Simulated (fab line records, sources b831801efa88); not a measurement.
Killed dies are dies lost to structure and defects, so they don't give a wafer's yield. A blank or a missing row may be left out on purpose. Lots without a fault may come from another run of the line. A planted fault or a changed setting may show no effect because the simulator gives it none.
A struck lot beside a sound one | flow sky130 | 16 steps out of a route of 708
Sound: wafers L266.1, L266.4, L266.5. Struck: wafer L275.4. (L275.5, L275.6 of the same lot were not struck and are left out.) The cause comes at the end.
At each step with rows: each side's tool, then ch and its chambers, then its first start. Under that, the readings that differ: sound wafers | struck wafers | difference of the means | sigmas: that difference in standard deviations of wafers without a fault.
alike: readings whose means differ by less than 2 such deviations, and words and numbers that are the same on both sides. not compared: withheld readings, readings that some wafer has no value for, bounds like >300 that may hide the same value, and numbers for which the record gives no deviation and whose values overlap.
The two part at a step that has a row with sigmas, a row that says differs or no value, or rows on one side only. Numbers that don't overlap but have no deviation are shown without sigmas and don't part them. A reading that every wafer of one side lacks parts them only if that side has two wafers or more.

first, 2 steps without rows for these wafers: SKY_METAL4_PEB_11; SKY_METAL4_DEVELOP_12 (develop time 60 s).
SKY_METAL4_CD_MEAS_13: target cd 300 nm.
  sound on cd_sem-02, day 44 13:56; struck on cd_sem-02, day 46 21:08
  alike: cd_nm
SKY_METAL4_OVL_MEAS_14:
  sound on overlay-01, day 44 14:03; struck on overlay-02, day 46 21:13
  alike: METAL4_OVL
SKY_METAL4_DESCUM_15: chemistry O2, time 8 s.
  sound on rie_metal-01 ch 0,1, day 44 14:05; struck on rie_metal-03 ch 0, day 46 21:15
  alike: drypump_motor_current_A, oes_product_au
  not compared: rf_hours_counter_h
SKY_METAL4_ETCH_16: etches BARC in N2/H2, stops on SiO2, time 88.2 s, target depth 60 nm.
  sound on rie_metal-01 ch 0,1, day 44 14:07; struck on rie_metal-03 ch 0, day 46 21:18
  reading                | sound                | struck | difference | sigmas
  throttle_valve_pct (%) | 13.197 13.221 13.205 | 13.189 | -0.019     | -2
  alike: drypump_motor_current_A, oes_product_au
  not compared: rf_hours_counter_h
SKY_METAL4_ETCH_17: etches SiO2 in C4F8/O2/Ar, stops on TiN, time 3.9 s, target depth 15 nm.
  sound on rie_diel-02 ch 1,2,3, day 44 14:13; struck on rie_diel-03 ch 3, day 46 21:22
  alike: oes_product_au
  not compared: rf_hours_counter_h
SKY_METAL4_METAL_ETCH_18: etches the open film in Cl2/BCl3, stops on SiO2, target depth 845 nm, time 183.1 s.
  sound on rie_metal-03 ch 0,1, day 44 14:14; struck on rie_metal-01 ch 1, day 46 21:27
  alike: drypump_motor_current_A, oes_product_au, throttle_valve_pct
  not compared: rf_hours_counter_h
then, 4 steps without rows for these wafers: SKY_METAL4_STRIP_19 (strips in O2/N2); SKY_METAL4_STRIP_20 (strips in post etch residue remover, time 1200 s); SKY_METAL4_CLEAN_21 (cleans in IPA, time 180 s); SKY_METAL4_CLEAN_22 (cleans in O3/DIW).
SKY_VIA4_HDPCVD_00: deposits SiO2, target thk 1750 nm, time 291.7 s.
  sound on hdpcvd-02 ch 0,1,2, day 44 15:01; struck on hdpcvd-02 ch 0, day 46 22:17
  reading                                  | sound             | struck | difference | sigmas
  run_length_s (s)                         | 318.6 319.3 319.5 | 341.3  | +22.2      | +42
  model.SiO2_of_VIA4_HDPCVD_00.thk_nm (nm) | 1734 1741 1744    | 1901   | +161       |
SKY_VIA4_THK_MEAS_01:
  sound on film_metro-02, day 44 15:11; struck on film_metro-03, day 46 22:25
  reading              | sound          | struck | difference | sigmas
  VIA4_HDPCVD_THK (nm) | 1734 1740 1745 | 1900   | +160       | +11
SKY_VIA4_CMP_02: polishes SiO2.
  sound on cmp-02 ch 0,2,3, day 44 15:15; struck on cmp-02 ch 0, day 46 22:32
  alike: motor_current_A
SKY_PAD_OPEN_PROBE_99:
  the record has rows for the sound wafers here (prober-02, day 48 09:17) and none for the struck ones

WHERE THEY PART
First at SKY_METAL4_ETCH_16; last, within this record, at SKY_PAD_OPEN_PROBE_99.

WHY: what the simulator had put in
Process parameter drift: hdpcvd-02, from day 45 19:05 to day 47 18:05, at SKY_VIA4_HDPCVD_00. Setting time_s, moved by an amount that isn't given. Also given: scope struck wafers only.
